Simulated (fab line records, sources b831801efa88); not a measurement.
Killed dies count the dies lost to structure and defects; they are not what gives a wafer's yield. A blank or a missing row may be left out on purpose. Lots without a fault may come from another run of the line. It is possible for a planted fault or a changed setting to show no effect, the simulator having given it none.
Comparing a struck lot with a sound one || flow sky130 || 43 out of 708 route steps
Sound: wafers L685.2, L685.3, L685.6. Struck: wafer L699.3 (left out: L699.2, L699.4 of the same lot, which were not struck); the cause appears at the end.
For every step that has rows: the tool of each side, followed by ch and its chambers, followed by its first start. Under that, the readings that differ: sound wafers || struck wafers || difference of the means || sigmas: that difference in standard deviations of wafers without a fault.
alike: same words and numbers on both sides, and readings whose means sit less than 2 such deviations apart. not compared: any withheld reading, any reading some wafer has no value for, any bound like >300 that may hide the same value, and any number with overlapping values for which the record gives no deviation.
Wherever a step has rows on one side only, a row that says differs or no value, or a row with sigmas, the two part there. When numbers do not overlap yet have no deviation, they are printed without sigmas and do not part them. Lack of a reading on every wafer of one side parts them only where that side has two or more wafers.

first, 3 steps without rows for these wafers: SKY_METAL1_EXPOSE_12 (exposes mask MM1, target cd 140 nm); SKY_METAL1_PEB_13; SKY_METAL1_DEVELOP_14 (develop time 60 s).
SKY_METAL1_CD_MEAS_15 targets a cd of 140 nm.
  sound on cd-sem-02 at day 32 22:28; struck on cd-sem-02 at day 37 15:29
  alike: cd-nm
SKY_METAL1_OVL_MEAS_16:
  sound on overlay-02 at day 32 22:35; struck on overlay-01 at day 37 15:35
  alike: METAL1_OVL
then, 2 steps without rows for these wafers: SKY_METAL1_DESCUM_17 (chemistry O2, time 8 s); SKY_METAL1_ETCH_18 (etches BARC in N2/H2, stops on SiO2, time 45.9 s, target depth 60 nm).
SKY_METAL1_METAL_ETCH_19: etches the open film in Cl2/BCl3, stops on SiO2, target depth 360 nm, time 78 s.
  sound on rie-metal-03 ch 0,1, day 32 22:42; struck on rie-metal-02 ch 1, day 37 15:43
  alike: drypump-motor-current-A, oes-product-au, throttle-valve-pct
  not compared: rf-hours-counter-h
then, 4 steps without rows for these wafers: SKY_METAL1_STRIP_20 (strips in O2/N2); SKY_METAL1_STRIP_21 (strips in post etch residue remover, time 1200 s); SKY_METAL1_CLEAN_22 (cleans in IPA, time 180 s); SKY_METAL1_CLEAN_23 (cleans in O3/DIW).
SKY_VIA1_HDPCVD_00: deposits SiO2, target thk 1030 nm, time 171.7 s.
  sound on hdpcvd-01 ch 0,2, day 32 23:23; struck on hdpcvd-01 ch 0,1, day 37 16:24
SKY_VIA1_THK_MEAS_01:
  sound on film-metro-03 at day 32 23:31; struck on film-metro-02 at day 37 16:31
  alike: VIA1_HDPCVD_THK
SKY_VIA1_CMP_02: polishes SiO2.
  sound on cmp-01 ch 2,3, day 32 23:34; struck on cmp-02 ch 0, day 37 16:34
  alike: edge-zone-pressure-frac, motor-current-A
SKY_VIA1_BOW_MEAS_03:
  sound on film-metro-03 at day 32 23:53; struck on film-metro-02 at day 37 16:53
  alike: VIA1_BOW
then, 8 steps without rows for these wafers: SKY_VIA1_DEHYDRATE_04 (time 60 s); SKY_VIA1_HMDS_05 (prime time 60 s); SKY_VIA1_COAT_06 (resist thk 60 nm); SKY_VIA1_COAT_07 (resist thk 450 nm); SKY_VIA1_SOFTBAKE_08 (time 90 s); SKY_VIA1_EXPOSE_09 (exposes mask VIM, target cd 150 nm); SKY_VIA1_PEB_10; SKY_VIA1_DEVELOP_11 (develop time 60 s).
SKY_VIA1_CD_MEAS_12 targets a cd of 150 nm.
  sound on cd-sem-01 at day 34 02:16; struck on cd-sem-01 at day 38 18:25
  alike: cd-nm
SKY_VIA1_OVL_MEAS_13:
  sound on overlay-02 at day 34 02:23; struck on overlay-01 at day 38 18:32
{"reading": "VIA1_OVL (nm)", "sound": "-7 -5 -2", "struck": 5, "difference": "+10", "sigmas": "+2"}
SKY_VIA1_ETCH_14: etches BARC in N2/H2, stops on SiO2, time 45.9 s, target depth 60 nm.
  sound on rie-diel-04 ch 0,2,3, day 34 02:25; struck on rie-diel-01 ch 1, day 38 18:34
{"reading": "throttle-valve-pct (%)", "sound": "13.237 13.215 13.228", "struck": 13.207, "difference": -0.020, "sigmas": -2}
  alike: drypump-motor-current-A, oes-product-au
  not compared: rf-hours-counter-h
then, 7 steps without rows for these wafers: SKY_VIA1_ETCH_15 (etches SiO2 in C4F8/O2/Ar, stops on TiN, target depth 351 nm, time 54 s); SKY_VIA1_STRIP_16 (strips in O2/N2); SKY_VIA1_STRIP_17 (strips in post etch residue remover, time 1200 s); SKY_VIA1_CLEAN_18 (cleans in IPA, time 180 s); SKY_VIA1_CLEAN_19 (cleans in O3/DIW); SKY_VIA1_SPUTTER_20 (material TiN, target thk 20 nm, time 80 s); SKY_VIA1_CVD_21 (deposits W, target thk 270 nm, time 80.902 s).
SKY_VIA1_RS_MEAS_22: measures by four-point-probe.
  sound on film-metro-02 at day 34 03:16; struck on film-metro-03 at day 38 19:30
  alike: VIA1_W_RS
SKY_VIA1_THK_MEAS_23: measures by xrf.
  sound on film-metro-02 at day 34 03:23; struck on film-metro-03 at day 38 19:37
{"reading": "VIA1_W_THK (nm)", "sound": "273 272 272", "struck": 265, "difference": -7, "sigmas": -2}
then, 3 steps without rows for these wafers: SKY_VIA1_CMP_24 (polishes, stops on SiO2, t overpolish 15 s, target thk 0 nm); SKY_METAL2_SPUTTER_00 (material Ti, target thk 15 nm, time 10 s); SKY_METAL2_SPUTTER_01 (material TiN, target thk 20 nm, time 16.7 s).
SKY_METAL2_SPUTTER_02: material AlCu, target thk 250 nm, time 13.3 s.
  sound on pvd-sputter-04 at day 34 03:47; struck on pvd-sputter-04 at day 38 20:01
  alike: throttle-valve-pct
then, 1 step without rows for these wafers: SKY_METAL2_SPUTTER_03 (material Ti, target thk 5 nm, time 3.3 s).
SKY_METAL2_SPUTTER_04: material TiN, target thk 70 nm, time 58.3 s.
  sound on pvd-sputter-04 at day 34 03:49; struck on pvd-sputter-04 at day 38 20:03
  alike: throttle-valve-pct
-- the record jumps here: 11 days lie between the struck wafers' starts before and after (it left off in module METAL2 and takes up again in module PAD_OPEN, whose first step shown is number 708 of the route) --
SKY_PAD_OPEN_PROBE_99:
  sound on prober-02 at day 45 20:53; struck on prober-02 at day 49 09:16
{"reading": "killed_at_M0_to_M3", "sound": "48 39 45", "struck": 65, "difference": "+21", "sigmas": "+3"}
{"reading": "sort_bin_3_pad_short (%)", "sound": "0.4 1.0 0.6", "struck": 2.0, "difference": "+1.3", "sigmas": "+3"}
{"reading": "model.etest.tester.sort-n-pass", "sound": "395 412 400", "struck": 385, "difference": -17, "sigmas": ""}
{"reading": "model.etest.tester.sort-yield-pct (%)", "sound": "80.28 83.74 81.3", "struck": 78.25, "difference": -3.52, "sigmas": ""}
{"reading": "model.etest.tester.sort_bin_5_pct (%)", "sound": "10.37 9.35 12.4", "struck": 13.01, "difference": "+2.30", "sigmas": ""}
{"reading": "model.etest.tester.sort_bin_3_pct (%)", "sound": "0.4065 1.016 0.6098", "struck": 2.033, "difference": "+1.356", "sigmas": ""}
  alike: defect-limited-yield, killed_at_M4_up, killed-at-contacts, killed-at-front-end, killed-at-other, killed-dies, killed-open, killed-short, sort_bin_5_function, sort_bin_6_memory, sort-n-pass, sort-yield-pct

WHERE THEY PART
Earliest at SKY_VIA1_OVL_MEAS_13; latest, in this record, at SKY_PAD_OPEN_PROBE_99.

WHY: the cause the simulator had injected
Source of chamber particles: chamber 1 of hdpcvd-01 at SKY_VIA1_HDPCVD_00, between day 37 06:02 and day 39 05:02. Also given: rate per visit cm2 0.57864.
